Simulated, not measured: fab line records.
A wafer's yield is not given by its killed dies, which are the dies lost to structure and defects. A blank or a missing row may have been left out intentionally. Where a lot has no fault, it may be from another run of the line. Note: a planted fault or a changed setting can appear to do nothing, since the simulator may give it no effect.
Lot-split experiment -- flow sky130 -- route with 708 steps; 5 lots, 23 wafers read

== THE SPLIT ITSELF ==
At SKY_METAL2_SPUTTER_02 (material AlCu, target thk 250 nm, time 13.3 s), the setting time s was moved away from the recipe's 13.3 s on 7 of the 23 wafers read, by +4.9% to +11.8%. This setting was run at the recipe's value on the other wafers.

== FROM THE SPLIT TO THE READING: what the file shows between them, 3 steps ==
- SKY_METAL2_SPUTTER_03: material Ti, target thk 5 nm, time 3.3 s
- SKY_METAL2_SPUTTER_04: material TiN, target thk 70 nm, time 58.3 s
- SKY_METAL2_RS_MEAS_05: measures by four-point-probe

== THE READING ==
METAL2_ALCU_THK, in nm, at SKY_METAL2_THK_MEAS_06 (measures by xrf). Typical for fault-free wafers on this fab line: 253 nm, with standard deviation 3.4 nm.

wafer,"tool, chamber at the split","time s as run, s",against the recipe,"METAL2_ALCU_THK, nm",against lot-mates on the recipe
L076.1,"pvd sputter-03, -",13.3,recipe,254,-
L076.2,"pvd sputter-03, -",13.3,recipe,255,-
L076.4,"pvd sputter-03, -",13.3,recipe,257,-
L076.5,"pvd sputter-03, -",13.3,recipe,254,-
L076.6,"pvd sputter-03, -",13.3,recipe,255,-
L079.1,"pvd sputter-01, -",14.87,+11.8%,280,+27
L079.3,"pvd sputter-01, -",13.3,recipe,256,-
L079.4,"pvd sputter-01, -",13.3,recipe,251,-
L079.5,"pvd sputter-01, -",13.3,recipe,253,-
L079.6,"pvd sputter-01, -",14.87,+11.8%,285,+32
L080.2,"pvd sputter-02, -",13.3,recipe,254,-
L080.3,"pvd sputter-02, -",13.3,recipe,256,-
L080.4,"pvd sputter-02, -",13.95,+4.9%,268,+12
L080.5,"pvd sputter-02, -",13.3,recipe,258,-
L080.6,"pvd sputter-02, -",13.95,+4.9%,267,+11
L084.3,"pvd sputter-01, -",13.3,recipe,250,-
L084.4,"pvd sputter-01, -",13.3,recipe,248,-
L084.6,"pvd sputter-01, -",13.3,recipe,247,-
L083.1,"pvd sputter-01, -",13.3,recipe,249,-
L083.3,"pvd sputter-01, -",14.85,+11.7%,274,+26
L083.4,"pvd sputter-01, -",13.3,recipe,248,-
L083.5,"pvd sputter-01, -",14.85,+11.7%,274,+26
L083.6,"pvd sputter-01, -",14.85,+11.7%,281,+32

FIT RESULTS
A straight line over all 23 wafers: METAL2_ALCU_THK changes by +2.25 nm for each +1% of time s; r = +0.95; the points scatter about the line by 3.8 nm.
The same after taking each lot's own level away (the mean of its wafers on the recipe; 23 wafers): +2.42 nm for each +1%; r = +0.99; scatter 1.9 nm.
The reading moves by 29 nm for the largest change in time s, on that fit.
Across the lots, their own levels run from 248.3 to 256.0 nm, a range of 2.3 times the standard deviation given above.
The two slopes agree, so the slope changes little with the lot-to-lot level.
Check: for one of the wafers moved furthest among these (+11.8%), held out of the fit, the line's prediction against its lot-mates is +29 nm. It came out at +26.7 nm against them.

== THESE WAFERS: OTHER SPLITS ==
Before the reading, these wafers also passed through other splits. Each is held against what the fit with the lots' levels taken away leaves over:
other split on the same wafers,wafers away from the commonest value,r with METAL2_ALCU_THK (lot level and that fit taken away)
SKY_METAL1_SPUTTER_02 time s,4,-0.17

== THE WHOLE CHAIN: every reading that the file lists as answering this split, in the file's order ==
step,what it does,reading,change (the file's fit),r (the file's)
SKY_METAL2_SPUTTER_02,"material AlCu, target thk 250 nm, time 13.3 s","AlCu_of_METAL2_SPUTTER_02.thk nm (the simulator's own value, which no gauge read)",+2.37 nm for each +1% of the setting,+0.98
SKY_METAL2_RS_MEAS_05,measures by four-point-probe,METAL2_ALCU_RS,-0.00114 for each +1% of the setting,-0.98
SKY_METAL2_THK_MEAS_06,measures by xrf,METAL2_ALCU_THK,+2.44 for each +1% of the setting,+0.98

== FILE'S OWN FIT ==
METAL2_ALCU_THK changes by +2.44 nm for each +1% of time s, r = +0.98.
